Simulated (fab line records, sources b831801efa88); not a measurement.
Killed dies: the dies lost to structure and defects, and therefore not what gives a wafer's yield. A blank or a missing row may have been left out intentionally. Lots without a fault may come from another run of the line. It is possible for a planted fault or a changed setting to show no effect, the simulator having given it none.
Code-filled problem report in 8D (eight disciplines) form :: flow sky130 :: the parts of the form that need people (team, actions taken, sign-off) are left out

## 1. THE ISSUE
Wafers without a fault read 3000.5 rpm, standard deviation 1.9; spin speed rpm at SKY_LDD_P_COAT_02 reads a mean of 3122.5 rpm on 6 wafers belonging to 2 lots. That puts it +64 standard deviations away from the usual mean.
The step: resist thk 1140 nm.
The first sign was on wafer L259.1 at day 25 07:44, on litho track-04. Wafers with a number at this step in the record: 42, from 14 lots. Rule for "out" (also "out of limits"): further than 4 standard deviations from the usual mean. Any other wafer with a number is counted as sound.

## 2. WHAT IT IS, AND WHAT IT ISN'T
question: which readings at this step
is: spin speed rpm
is not: -

question: which lots
is: L259, L260
is not: L240, L241, L242, L244, L245, L246, L248, L251, L254, L256, L262, L263

question: which wafers of those lots
is: all that have a number
is not: -

question: read on which tools
is: litho track-04
is not: litho track-02, litho track-03

question: when
is: from day 25 07:44
is not: up to then (30 sound wafers); but 6 sound wafers of L262, L263 came after

## 3. WHAT RULES OUT EACH SUSPECT
Counting: a tool at a process step up to the reading stays a suspect if it ran every lot that is out and no sound lot after the first of them.
- litho track-04 at SKY_LDD_P_COAT_02 (resist thk 1140 nm): kept. It processed each lot that is out, first L259 at day 25 07:44, and no sound lot thereafter; up to then, the last sound lot it processed was L254 at day 23 22:37. Its own readings are out on those wafers: spin speed rpm.
The count leaves litho track-04 at SKY_LDD_P_COAT_02.

## 4. THE CAUSE (what the simulator had put in)
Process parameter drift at SKY_LDD_P_COAT_02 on litho track-04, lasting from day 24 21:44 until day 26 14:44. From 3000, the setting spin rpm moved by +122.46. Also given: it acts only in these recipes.
After counting, this tool was the only one left.

## 5. SEQUENCE OF EFFECTS, ordered by route
Each row: a reading where the mean over the struck wafers with a number is more than 3 standard deviations away from the usual. Only readings whose record carries a usual standard deviation are examined. hours: median over the lots of the time between each lot's start at the first step of this table that gives one and its start at this step. sigmas: the change, counted in usual standard deviations.
hours: 0
step: SKY_LDD_P_COAT_02
reading: spin speed rpm
usual: 3000.5 rpm
on struck wafers: 3122.5
change: +122.0
sigmas: +64

hours: 15
step: SKY_LDD_P_STRIP_10
reading: strip time to endpoint s
usual: 14.18 s
on struck wafers: 13.86
change: -0.32
sigmas: -6.9
It contains these process steps:
- SKY_LDD_P_COAT_02: resist thk 1140 nm.
- SKY_LDD_P_STRIP_10: strips in O2/N2.

## 6. HOW IT WOULD HAVE BEEN CAUGHT EARLIER
The fault began at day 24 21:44; the first out-of-limits reading in this record came at day 25 07:44, 10 hours later.
